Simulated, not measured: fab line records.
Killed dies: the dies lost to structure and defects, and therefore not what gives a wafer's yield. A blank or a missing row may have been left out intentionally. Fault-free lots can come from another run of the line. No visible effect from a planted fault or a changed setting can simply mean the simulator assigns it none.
Matching of chambers + flow sky130 + rie_diel-02 running SKY_FIELD_ISO_ETCH_14: 4 sister chambers
The step etches BARC in N2/H2, stops on SiO2, time 45.9 s, target depth 60 nm. 4 wafers are shown with their chamber, then 9 later ones without.

WAFERS WITH THEIR CHAMBER
| wafer  | chamber | n2_flow_sccm (sccm) |
|--------|---------|---------------------|
| L084.5 | 2       | 100.1               |
| L090.2 | 3       | 100.4               |
| L090.3 | 1       | 99.8                |
| L090.5 | 0       | 100.1               |

WAFERS MISSING THEIR CHAMBER
| wafer  | n2_flow_sccm (sccm) |
|--------|---------------------|
| L091.1 | 100.1               |
| L091.3 | 100.3               |
| L091.6 | 99.9                |
| L094.2 | 99.6                |
| L094.3 | 99.7                |
| L094.5 | 99.8                |
| L095.1 | 99.7                |
| L095.3 | 100.1               |
| L095.6 | 100.0               |

WHICH CHAMBER EACH WENT THROUGH
| wafer  | from the rows above          | in truth                   |
|--------|------------------------------|----------------------------|
| L091.1 | can't be placed: 0 or 2      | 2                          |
| L091.3 | can't be placed: 3 or 0 or 2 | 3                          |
| L091.6 | can't be placed: 1 or 0 or 2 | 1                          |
| L094.2 | 1                            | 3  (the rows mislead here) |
| L094.3 | 1                            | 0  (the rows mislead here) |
| L094.5 | 1                            | 1                          |
| L095.1 | 1                            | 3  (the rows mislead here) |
| L095.3 | can't be placed: 0 or 2      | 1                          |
| L095.6 | can't be placed: 0 or 2 or 1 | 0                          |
Correct placement for 1 of the 9. These rows do not allow placing 5 (true chamber among the candidates in 4). Number placed wrongly: 3.
How it was worked out, from the rows above alone: a wafer's distance from a chamber is the root of the sum, over the readings, of the square of ((its reading less the chamber's mean) divided by the reading's scatter). If the next closest chamber is less than 2 further off than the closest, the wafer can't be placed; otherwise it belongs to the closest. Each chamber's mean is taken over the wafers shown for it. The scatter (one wafer shown for each chamber): square how far every hidden wafer sits from the nearest shown wafer, average those squares and take the square root.
